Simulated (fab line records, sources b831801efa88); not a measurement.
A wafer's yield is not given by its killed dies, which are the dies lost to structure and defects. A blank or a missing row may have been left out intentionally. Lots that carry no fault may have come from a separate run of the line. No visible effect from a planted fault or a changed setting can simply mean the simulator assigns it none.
Chamber matching :: flow sky130 :: SKY_FIELD_ISO_ETCH_17 on rie si-02: 4 sister chambers
The step etches Si in HBr/Cl2/O2, target depth 342 nm, time 97.7 s. 8 wafers are shown with their chamber, then 10 later ones without.

## EACH WAFER AND ITS CHAMBER
wafer: L131.5
chamber: 3
drypump motor current A (A): 6.11
oes product au (a.u.): 1.009

wafer: L134.2
chamber: 1
drypump motor current A (A): 5.96
oes product au (a.u.): 1.003

wafer: L134.5
chamber: 1
drypump motor current A (A): 5.96
oes product au (a.u.): 0.987

wafer: L136.2
chamber: 0
drypump motor current A (A): 5.35
oes product au (a.u.): 1.014

wafer: L136.3
chamber: 3
drypump motor current A (A): 6.12
oes product au (a.u.): 1.014

wafer: L136.5
chamber: 2
drypump motor current A (A): 5.98
oes product au (a.u.): 1.005

wafer: L145.2
chamber: 0
drypump motor current A (A): 5.36
oes product au (a.u.): 0.998

wafer: L145.4
chamber: 2
drypump motor current A (A): 5.96
oes product au (a.u.): 1.001

## WAFERS WITH NO CHAMBER GIVEN
wafer: L145.5
drypump motor current A (A): 5.93
oes product au (a.u.): 1.007

wafer: L148.2
drypump motor current A (A): 5.96
oes product au (a.u.): 0.988

wafer: L148.5
drypump motor current A (A): 5.97
oes product au (a.u.): 0.989

wafer: L148.6
drypump motor current A (A): 5.91
oes product au (a.u.): 1.009

wafer: L149.2
drypump motor current A (A): 5.93
oes product au (a.u.): 0.998

wafer: L149.3
drypump motor current A (A): 6.09
oes product au (a.u.): 1.004

wafer: L149.6
drypump motor current A (A): 6.11
oes product au (a.u.): 1.009

wafer: L150.2
drypump motor current A (A): 5.37
oes product au (a.u.): 0.998

wafer: L150.4
drypump motor current A (A): 5.97
oes product au (a.u.): 0.993

wafer: L150.5
drypump motor current A (A): 5.37
oes product au (a.u.): 0.997

## EACH ONE'S CHAMBER
wafer: L145.5
from the rows above: can't be placed: 1 or 2
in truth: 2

wafer: L148.2
from the rows above: can't be placed: 1 or 2
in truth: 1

wafer: L148.5
from the rows above: can't be placed: 1 or 2
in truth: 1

wafer: L148.6
from the rows above: can't be placed: 1 or 2
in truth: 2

wafer: L149.2
from the rows above: can't be placed: 1 or 2
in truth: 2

wafer: L149.3
from the rows above: 3
in truth: 3

wafer: L149.6
from the rows above: 3
in truth: 3

wafer: L150.2
from the rows above: 0
in truth: 0

wafer: L150.4
from the rows above: can't be placed: 1 or 2
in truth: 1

wafer: L150.5
from the rows above: 0
in truth: 0
Correctly placed: 4 of 10. Can't be placed from these rows: 6 (the true chamber is among the candidates in 6). 0 placed wrongly.
How it was worked out, from the rows above alone: a wafer's distance from a chamber is the root of the sum, over the readings, of the square of ((its reading less the chamber's mean) divided by the reading's scatter). The wafer belongs to the nearest chamber; if the next one is less than 2 further off, it can't be placed. A chamber's mean is the mean of its shown wafers. The scatter: the root of (the sum of the squares of (reading less its chamber's mean) over the shown wafers, divided by (wafers less chambers)).
